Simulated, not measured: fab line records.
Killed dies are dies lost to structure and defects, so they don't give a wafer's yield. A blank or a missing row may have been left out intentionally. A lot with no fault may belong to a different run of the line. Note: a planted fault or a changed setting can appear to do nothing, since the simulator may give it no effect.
Comparing a struck lot with a sound one :: flow sky130 :: 14 steps out of a route of 708
Sound: wafers L151.2, L151.4, L151.5. The struck wafers were L157.2, L157.3, L157.6. Last of all comes the cause.
At each step with rows: each side's tool, then ch and its chambers, then its first start. Under that, the readings that differ: sound wafers :: struck wafers :: difference of the means :: sigmas: that difference in standard deviations of wafers without a fault.
alike: a reading whose means differ by less than 2 such deviations, as well as words and numbers matching on both sides. not compared: withheld readings; readings where some wafer has no value; bounds like >300 that might hide an equal value; numbers whose values overlap and for which the record gives no deviation.
Wherever a step has rows on one side only, a row that says differs or no value, or a row with sigmas, the two part there. Numbers that don't overlap but have no deviation are shown without sigmas and don't part them. A reading that every wafer of one side lacks parts them only if that side has two wafers or more.

SKY_VIA1_OVL_MEAS_13:
  sound on overlay-02 at day 38 15:55; struck on overlay-02 at day 40 08:07
  alike: VIA1_OVL
then, 1 step without rows for these wafers: SKY_VIA1_ETCH_14 (etches BARC in N2/H2, stops on SiO2, time 45.9 s, target depth 60 nm).
SKY_VIA1_ETCH_15: etches SiO2 in C4F8/O2/Ar, stops on TiN, target depth 351 nm, time 54 s.
  sound on rieDiel-04 ch 0,1, day 38 15:59; struck on rieDiel-04 ch 0,1,3, day 40 08:11
  alike: oesProductAu
  not compared: rfHoursCounterH
SKY_VIA1_STRIP_16: strips in O2/N2.
  sound on plasmaAsher-01 ch 0,1, day 38 16:02; struck on plasmaAsher-01 ch 1, day 40 08:14
  alike: drypumpMotorCurrentA, oesProductAu, stripTimeToEndpointS
  not compared: rfHoursCounterH
then, 4 steps without rows for these wafers: SKY_VIA1_STRIP_17 (strips in post etch residue remover, time 1200 s); SKY_VIA1_CLEAN_18 (cleans in IPA, time 180 s); SKY_VIA1_CLEAN_19 (cleans in O3/DIW); SKY_VIA1_SPUTTER_20 (material TiN, target thk 20 nm, time 80 s).
SKY_VIA1_CVD_21: deposits W, target thk 270 nm, time 80.902 s.
  sound on cvdW-01 ch 0,1, day 38 16:43; struck on cvdW-01 ch 1, day 40 08:56
  alike: heaterPowerOuterW, heaterPowerW
SKY_VIA1_RS_MEAS_22: uses a four-point probe to measure.
  sound on filmMetro-02 at day 38 16:50; struck on filmMetro-01 at day 40 09:06
  alike: VIA1_W_RS
SKY_VIA1_THK_MEAS_23: measures by xrf.
  sound on filmMetro-02 at day 38 16:56; struck on filmMetro-01 at day 40 09:13
  alike: VIA1_W_THK
SKY_VIA1_CMP_24: polishes, stops on SiO2, t overpolish 15 s, target thk 0 nm.
  sound on cmp-02 ch 1,2,3, day 38 17:02; struck on cmp-02 ch 0,1,3, day 40 09:16
  alike: motorCurrentA, overpolishRunS, timeToEndpointS
SKY_METAL2_SPUTTER_00: material Ti, target thk 15 nm, time 10 s.
  sound on pvdSputter-03 at day 38 17:17; struck on pvdSputter-03 at day 40 09:34
  no value came back on the struck wafers for cathodeDcPowerW (W), chamberPressurePa (Pa), throttleValvePct (%); on the sound wafers cathodeDcPowerW (W) reads 2999.9 3000.1 3000.3
SKY_METAL2_SPUTTER_01: material TiN, target thk 20 nm, time 16.7 s.
  sound on pvdSputter-03 at day 38 17:19; struck on pvdSputter-03 at day 40 09:35
  alike: cathodeDcPowerW, chamberPressurePa, throttleValvePct

## WHERE THEY PART
Within this record, at SKY_METAL2_SPUTTER_00 only. Later steps at which nothing parts them and some readings are alike: SKY_METAL2_SPUTTER_01.

WHY: what the simulator had put in
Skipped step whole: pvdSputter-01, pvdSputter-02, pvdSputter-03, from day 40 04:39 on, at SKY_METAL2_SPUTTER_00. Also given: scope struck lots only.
